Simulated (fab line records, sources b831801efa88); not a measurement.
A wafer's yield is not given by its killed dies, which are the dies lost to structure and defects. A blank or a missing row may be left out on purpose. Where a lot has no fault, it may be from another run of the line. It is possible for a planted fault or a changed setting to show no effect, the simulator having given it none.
Problem report in the 8D (eight disciplines) form, filled by code ; flow sky130 ; the parts of the form that need people (team, actions taken, sign-off) are left out

## 1. WHAT WENT WRONG
VIA2_OVL at SKY_VIA2_OVL_MEAS_13 reads a mean of 40 nm on 9 wafers of 3 lots; wafers without a fault read 6 nm with a standard deviation of 5.7. That puts it +5.9 standard deviations away from the usual mean.
Seen first at day 40 11:30 on overlay-02, wafer L724.4. The record has a number at this step for 36 wafers belonging to 12 lots. Rule for "out", or "out of limits": more than 4 standard deviations from the usual mean. All remaining wafers that have a number are taken as sound.

## 2. WHAT IT IS AND WHAT IT IS NOT
question;is;is not
which readings at this step;VIA2_OVL;-
which lots;L724, L728, L729;L714, L715, L716, L717, L718, L719, L720, L721, L727
which wafers of those lots;all that have a number;-
read on which gauges;overlay-01, overlay-02;-
when;from day 40 11:30;"up to then (24 sound wafers); but 3 sound wafers of L727 came after"

## 3. THE SUSPECTS, EACH WITH WHAT RULES IT OUT
Counting: a tool at any process step up to the reading remains a suspect when it ran all the lots that are out and ran no sound lot after the first of those.
- ruled out: the gauge at SKY_VIA2_OVL_MEAS_13. The wafers that are out were read on 2 gauges (overlay-01, overlay-02).
- krfScanner-01 at SKY_VIA2_EXPOSE_09 (exposes mask VIM2, target cd 200 nm): kept. Every lot that is out went through it, starting with L724 (day 39 23:54), and after that it ran no sound lot; the last sound lot it ran before then is L720 (day 38 07:48).
Left after counting: krfScanner-01 at SKY_VIA2_EXPOSE_09.

## 4. THE CAUSE (what the simulator had put in)
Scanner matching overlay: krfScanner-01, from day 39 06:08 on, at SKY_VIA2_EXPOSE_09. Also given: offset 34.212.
Only this tool survived the counting.

## 5. THE EFFECT CHAIN, in route order
Each row: a reading where the mean over the struck wafers with a number is more than 3 standard deviations away from the usual. Only readings whose record carries a usual standard deviation are examined. hours: median over the lots of the time between each lot's start at the first step of this table that gives one and its start at this step. sigmas: the change, counted in usual standard deviations.
hours;step;reading;usual;on struck wafers;change;sigmas
0;SKY_VIA2_OVL_MEAS_13;VIA2_OVL;6 nm;40;+34;+5.9

## 6. HOW IT WOULD HAVE BEEN CAUGHT EARLIER
The first out-of-limits reading at a measuring or inspecting step in this record came at day 40 11:30, 29 hours after the fault's start at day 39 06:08.
Of the lots that are out (3), L728, L729 began SKY_VIA2_EXPOSE_09 on krfScanner-01 after day 40 11:30. A hold on the tool at that time would have spared those 2.
